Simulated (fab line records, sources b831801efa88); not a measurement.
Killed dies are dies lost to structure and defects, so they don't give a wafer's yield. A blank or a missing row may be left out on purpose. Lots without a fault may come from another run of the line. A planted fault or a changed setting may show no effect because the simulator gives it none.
One fault seen from 2 desks | flow sfq_line | each desk has only its own numbers; what lay behind them comes last

THE METROLOGY DESK
What the gauges read, lot by lot, whatever tool the lot ran on: means of the sampled wafers that have a number. A lot is out of limits, marked OUT, if its mean lies more than 4 standard deviations from the usual mean; the brackets give that distance.
Columns: A = M0_NB_RS at SFQ_M0_RS_MEAS_904, usual 0.888 ohm/sq; B = I3_BOW at SFQ_I3_BOW_MEAS_922, usual 4 um
lot  | first seen here | A               | B
L948 | day 4 20:41     | 0.900           | -1
L949 | day 5 00:53     | 0.884           | 2
L950 | day 5 09:19     | 0.875           | 6
L955 | day 6 12:27     | 0.887           | 3
L957 | day 6 20:52     | 1.056 (+18) OUT | -0
L958 | day 7 05:13     | 1.232 (+37) OUT | -3
L959 | day 7 11:08     | 0.998 (+12) OUT | 13
L960 | day 7 14:38     | 0.887           | 8
L961 | day 7 19:27     | 0.890           | -1
L962 | day 8 00:14     | 0.893           | 15
L965 | day 8 09:55     | 0.886           | 4
L966 | day 8 18:19     | 0.892           | 4
L968 | day 9 05:09     | 0.884           | 9
L970 | day 9 13:32     | 0.910           | -8
This desk's finding: out of limits on L957, L958, L959; first on L957, day 6 20:52 (M0_NB_RS at SFQ_M0_RS_MEAS_904). In limits: L948, L949, L950, L955, L960, L961, L962, L965, L966, L968, L970.

THE TOOL OWNER'S DESK: pvd_sputter-05
The tool's own readings at SFQ_TRILAYER_M0_DEP_SPUTTER_019 (material Nb, target thk 200 nm, time 133.3 s): means of the sampled wafers that have a number, for each lot that ran on this tool. A lot is out of limits, marked OUT, if its mean lies more than 4 standard deviations from the usual mean; the brackets give that distance.
Columns: A = throttle_valve_pct at SFQ_TRILAYER_M0_DEP_SPUTTER_019, usual 29.0 %
lot  | first seen here | A
L949 | day 5 00:47     | 28.6
L957 | day 6 20:46     | 27.5
L958 | day 7 05:08     | 28.4
L959 | day 7 10:58     | 28.0
This desk's finding: nothing out of limits on any of the 4 lots.

PUT TOGETHER
The metrology desk could have raised an alarm at day 6 20:52, on L957, L958, L959.
The tool owner's desk saw nothing out of limits.
The tool owner's desk has L957, L958, L959 on record, within its limits.
Of the lots named, all ran SFQ_TRILAYER_M0_DEP_SPUTTER_019 on pvd_sputter-05.

WHAT THE SIMULATOR HAD PUT IN
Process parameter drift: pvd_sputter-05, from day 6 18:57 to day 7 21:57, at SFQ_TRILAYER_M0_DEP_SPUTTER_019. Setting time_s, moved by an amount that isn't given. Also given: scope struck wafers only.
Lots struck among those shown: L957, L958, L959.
Hours from the fault's start to each desk's first reading out of limits: the metrology desk, 2.
